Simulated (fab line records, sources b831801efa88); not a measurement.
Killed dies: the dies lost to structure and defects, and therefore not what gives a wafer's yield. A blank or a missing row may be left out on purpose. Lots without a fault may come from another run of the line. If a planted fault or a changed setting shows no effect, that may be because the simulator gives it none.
Commonality check across tools ; flow sky130 ; 14 lots, 42 wafers sampled

WHY THIS WAS OPENED
At SKY_VT_ADJUST_NCORE_TW_MEAS_11 the reading VT_ADJUST_NCORE_TW is flagged on 2 of 14 lots. Fault-free wafers read 218.1, with a standard deviation of 1.9.
Rule: flag the lot when none of its wafers has a number, or when each of its wafers that has one lies beyond 4 standard deviations from that mean. The rest of the lots are taken to be sound.

lot;measured;on;VT_ADJUST_NCORE_TW, wafer by wafer;flag
L921;day 8 11:02;film_metro-02;216.1 214.8 216.1;
L922;day 8 18:00;film_metro-01;217.5 217.9 217.9;
L923;day 9 00:46;film_metro-01;216.7 217.9 215.7;
L924;day 9 09:07;film_metro-02;217.2 215.4 216.1;
L927;day 10 08:12;film_metro-01;217.9 216.5 217.0;
L929;day 10 19:52;film_metro-02;216.0 216.2 217.7;
L930;day 11 03:32;film_metro-03;219.9 220.5 219.1;
L931;day 11 10:49;film_metro-03;219.9 219.5 220.0;
L932;day 11 22:54;film_metro-01;215.9 217.2 218.0;
L933;day 12 09:17;film_metro-02;216.1 216.1 215.7;
L937;day 13 06:01;film_metro-03;141.6 141.8 142.0;FLAGGED
L939;day 13 23:49;film_metro-03;141.3 141.8 140.7;FLAGGED
L940;day 14 04:59;film_metro-02;215.2 216.3 215.1;
L944;day 15 08:02;film_metro-03;220.9 221.6 221.5;
The numbers of the flagged lots are 141.5 on average: -76.6 against the usual, or -40 standard deviations.

WHICH TOOL RAN EACH LOT
The record keeps 1 process step preceding the reading, out of 708 steps on the route. Every cell lists first the tool, next ch and the chambers used by the sampled wafers, and last the start.
lot;flag;SKY_VT_ADJUST_NCORE_IMPLANT_09
L921;;implanter-02 ch 0, day 8 10:47
L922;;implanter-01 ch 0, day 8 17:45
L923;;implanter-01 ch 0, day 9 00:33
L924;;implanter-01 ch 0, day 9 08:52
L927;;implanter-01 ch 0, day 10 07:59
L929;;implanter-03 ch 0, day 10 19:39
L930;;implanter-02 ch 0, day 11 03:18
L931;;implanter-03 ch 0, day 11 10:34
L932;;implanter-03 ch 0, day 11 22:39
L933;;implanter-03 ch 0, day 12 09:03
L937;FLAGGED;implanter-01 ch 0, day 13 05:46
L939;FLAGGED;implanter-01 ch 0, day 13 23:34
L940;;implanter-02 ch 0, day 14 04:46
L944;;implanter-02 ch 0, day 15 07:47
What is done by these steps:
- SKY_VT_ADJUST_NCORE_IMPLANT_09
- SKY_VT_ADJUST_NCORE_TW_MEAS_11

FLAGGED OVER TOTAL, TOOL BY TOOL (the gauges that took the reading come last)
step;tool;lots run;flagged;share of the flagged lots;sound lots run after its first flagged lot
SKY_VT_ADJUST_NCORE_IMPLANT_09;implanter-01;6;2;all;0
SKY_VT_ADJUST_NCORE_IMPLANT_09;implanter-02;4;0;none;-
SKY_VT_ADJUST_NCORE_IMPLANT_09;implanter-03;4;0;none;-
SKY_VT_ADJUST_NCORE_TW_MEAS_11;film_metro-01;4;0;none;-
SKY_VT_ADJUST_NCORE_TW_MEAS_11;film_metro-02;5;0;none;-
SKY_VT_ADJUST_NCORE_TW_MEAS_11;film_metro-03;5;2;all;1 (L944)

WHAT IS ALLOWED BY THE TABLE
2 rows of the table ran every flagged lot: implanter-01 at SKY_VT_ADJUST_NCORE_IMPLANT_09, film_metro-03 at SKY_VT_ADJUST_NCORE_TW_MEAS_11.
- implanter-01 at SKY_VT_ADJUST_NCORE_IMPLANT_09: 2 of its 6 lots flagged. Last sound lot L927 at day 10 07:59, first flagged lot L937 at day 13 05:46; a fault beginning in between fits. Its own readings lie more than 4 standard deviations out on every wafer of the flagged lots: dose_ions_cm2, faraday_current_uA.
- film_metro-03 at SKY_VT_ADJUST_NCORE_TW_MEAS_11: 2 of its 5 lots flagged. Lots that were sound ran on it after the first flagged one (L944); a persistent fault on the entire tool would not allow that.
Just one tool remains: implanter-01 at SKY_VT_ADJUST_NCORE_IMPLANT_09.

WHAT THE SIMULATOR HAD PUT IN
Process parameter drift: implanter-01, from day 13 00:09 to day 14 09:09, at SKY_VT_ADJUST_NCORE_IMPLANT_09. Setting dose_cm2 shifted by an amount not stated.
Struck lots among those shown: L937, L939. The rule above reached the same finding.
